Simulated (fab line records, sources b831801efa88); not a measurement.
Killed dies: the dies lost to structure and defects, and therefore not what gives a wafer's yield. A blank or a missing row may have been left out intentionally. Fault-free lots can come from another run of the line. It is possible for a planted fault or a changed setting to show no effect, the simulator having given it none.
The tool behind it: which one? ; flow sfq line ; 6 lots with 18 wafers sampled at 5 steps, on a route of 325 steps

WHAT THE GAUGES READ, wafer by wafer
SFQ_M8_OVL_MEAS_948.
lot;measured;on;M8_OVL (nm)
L648;day 75 14:27;overlay-02;-5 -7 -10
L650;day 75 21:38;overlay-02;-1 -3 -3
L652;day 76 02:26;overlay-02;1 -8 -6
L656;day 83 06:04;overlay-01;2 -4 -4
L658;day 83 09:40;overlay-02;-18 -8 -9
L668;day 86 09:26;overlay-01;-4 -4 3

WHAT TOOL EACH LOT RAN ON (gives the tool, then ch and the chambers of the sampled wafers, and finally the start)
lot;SFQ_TRILAYER_I2_DEP_PECVD_063;SFQ_TRILAYER_I2_CMP_CMP_064;SFQ_TRILAYER_I7_DEP_PECVD_183;SFQ_TRILAYER_I7_METRO_MEASURE_185
L648;pecvd-03 ch 1,2, day 31 08:52;cmp-01 ch 0,3, day 32 10:09;pecvd-02 ch 0,1,2, day 67 16:56;film metro-02, day 67 22:56
L650;pecvd-01 ch 0,1, day 32 04:06;cmp-01 ch 0,3, day 33 10:09;pecvd-03 ch 0,1, day 67 19:20;film metro-04, day 68 01:44
L652;pecvd-03 ch 1,2, day 32 16:05;cmp-01 ch 2,3, day 34 01:09;pecvd-03 ch 0,2, day 67 22:56;film metro-03, day 68 06:23
L656;pecvd-04 ch 0,1, day 33 07:17;cmp-01 ch 0,1,2, day 35 04:53;pecvd-02 ch 0,1,2, day 78 23:07;film metro-04, day 79 08:11
L658;pecvd-04 ch 0,1, day 34 08:29;cmp-01 ch 1,2, day 36 10:23;pecvd-02 ch 1,2, day 79 02:43;film metro-03, day 79 13:59
L668;pecvd-01 ch 0,1,2, day 44 06:16;cmp-01 ch 0,2,3, day 44 07:44;pecvd-04 ch 0,1,2, day 82 07:26;film metro-02, day 82 12:45
- SFQ_TRILAYER_I2_DEP_PECVD_063: deposits SiO2 from SiH4/N2O, time 111.11 s, target thk 500 nm.
- SFQ_TRILAYER_I2_CMP_CMP_064: polishes SiO2.
- SFQ_TRILAYER_I7_DEP_PECVD_183: deposits SiO2 from SiH4/N2O, time 111.11 s, target thk 500 nm.
- SFQ_TRILAYER_I7_METRO_MEASURE_185

THE ANSWER, worked out from the rows above alone
Rule: the lots themselves supply what counts as usual. The widest of any qualifying gaps counts: lots, ordered by their means at a reading, are off when they make up no more than a third of the lots, leave a main group of 4 or more, and stand apart from it by 3 or more times the standard deviation of that group's means. If all means in a main group match to the digits the tables above print for the reading, that group is not used. Also off: a lot with no number at a reading for which 4 or more lots have one. Where the step has rows for the other lots, those lots are counted as sound.
No lot is off on any of the readings shown, so nothing can be concluded from this.

WHAT THE SIMULATOR PUT IN
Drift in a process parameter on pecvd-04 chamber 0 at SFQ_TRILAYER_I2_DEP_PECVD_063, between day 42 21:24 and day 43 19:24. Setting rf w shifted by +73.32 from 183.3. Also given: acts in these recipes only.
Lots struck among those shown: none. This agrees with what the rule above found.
